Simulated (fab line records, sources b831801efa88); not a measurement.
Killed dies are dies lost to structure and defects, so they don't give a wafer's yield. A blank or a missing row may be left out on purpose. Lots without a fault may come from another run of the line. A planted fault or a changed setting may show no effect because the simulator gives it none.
Split-lot experiment | flow sky130 | 5 lots, 23 wafers read, on a route of 708 steps

THE SPLIT
At SKY_METAL5_EXPOSE_11 (exposes mask MM5, target cd 1600 nm), the setting dose_mj was moved away from the recipe's 190 on 8 of the 23 wafers read, by -6.5% to -4.1%. The other wafers ran this setting at the recipe's value.

FROM THE SPLIT TO THE READING: what the file shows between them, 2 steps
- SKY_METAL5_PEB_12
- SKY_METAL5_DEVELOP_13: develop time 60 s

THE READING
METAL5.cd_nm (the simulator's own value, which no gauge read), in nm, at SKY_METAL5_DESCUM_14 (chemistry O2, time 11 s). The file gives no usual value for it. The 15 wafers here that ran the recipe average 1599 nm, standard deviation 2.2 nm.

wafer  | tool, chamber at the split | dose_mj as run | against the recipe | METAL5.cd_nm, nm | against lot-mates on the recipe
L076.2 | iline_stepper-01, 0        | 190            | recipe             | 1596             | -
L076.3 | iline_stepper-01, 0        | 182.2          | -4.1%              | 1608             | +12
L076.4 | iline_stepper-01, 0        | 190            | recipe             | 1597             | -
L076.5 | iline_stepper-01, 0        | 182.2          | -4.1%              | 1611             | +15
L076.6 | iline_stepper-01, 0        | 190            | recipe             | 1595             | -
L080.1 | iline_stepper-01, 0        | 190            | recipe             | 1598             | -
L080.3 | iline_stepper-01, 0        | 190            | recipe             | 1597             | -
L080.5 | iline_stepper-01, 0        | 190            | recipe             | 1597             | -
L080.4 | iline_stepper-01, 0        | 190            | recipe             | 1600             | -
L080.6 | iline_stepper-01, 0        | 190            | recipe             | 1599             | -
L081.1 | iline_stepper-01, 0        | 190            | recipe             | 1597             | -
L081.2 | iline_stepper-01, 0        | 190            | recipe             | 1598             | -
L081.3 | iline_stepper-01, 0        | 179.7          | -5.4%              | 1614             | +16
L081.4 | iline_stepper-01, 0        | 179.7          | -5.4%              | 1613             | +16
L081.6 | iline_stepper-01, 0        | 179.7          | -5.4%              | 1612             | +14
L082.1 | iline_stepper-01, 0        | 190            | recipe             | 1601             | -
L082.2 | iline_stepper-01, 0        | 177.6          | -6.5%              | 1620             | +20
L082.4 | iline_stepper-01, 0        | 177.6          | -6.5%              | 1622             | +22
L082.5 | iline_stepper-01, 0        | 177.6          | -6.5%              | 1619             | +18
L082.6 | iline_stepper-01, 0        | 190            | recipe             | 1600             | -
L084.3 | iline_stepper-02, 0        | 190            | recipe             | 1601             | -
L084.5 | iline_stepper-02, 0        | 190            | recipe             | 1604             | -
L084.6 | iline_stepper-02, 0        | 190            | recipe             | 1599             | -

THE FIT
A straight line over all 23 wafers: METAL5.cd_nm changes by -3.02 nm for each +1% of dose_mj; r = -0.96; the points scatter about the line by 2.3 nm.
The same after taking each lot's own level away (the mean of its wafers on the recipe; 23 wafers): -3 nm for each +1%; r = -0.99; scatter 1.4 nm.
On that fit, the largest move of dose_mj shifts the reading by 20 nm.
The lots' own levels span 1596.0 to 1601.3 nm, that is 2.4 times the standard deviation above.
So the lot-to-lot level changes the slope little: the two slopes agree.
Check: with one of the wafers moved furthest among these (-6.5%) left out of the fit, the line predicts +19.7 nm for it against its lot-mates. It came out at +19.5 nm against them.

OTHER SPLITS ON THESE WAFERS
These wafers also went through other splits before the reading. Each is held against what the fit with the lots' levels taken away leaves over:
other split on the same wafers | wafers away from the commonest value | r with METAL5.cd_nm (lot level and that fit taken away)
SKY_CAP2M_SOFTBAKE_08 temp_c   | 9                                    | +0.12
SKY_METAL4_ETCH_16 time_s      | 5                                    | +0.04
SKY_VIA4_COAT_06 spin_rpm      | 4                                    | -0.17
SKY_VIA4_ETCH_12 source_w      | 8                                    | -0.01
SKY_VIA4_SPUTTER_17 power_w    | 6                                    | +0.10
SKY_METAL5_SPUTTER_03 time_s   | 5                                    | +0.05

THE FILE'S OWN FIT
METAL5.cd_nm changes by -3.03 nm for each +1% of dose_mj, r = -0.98.
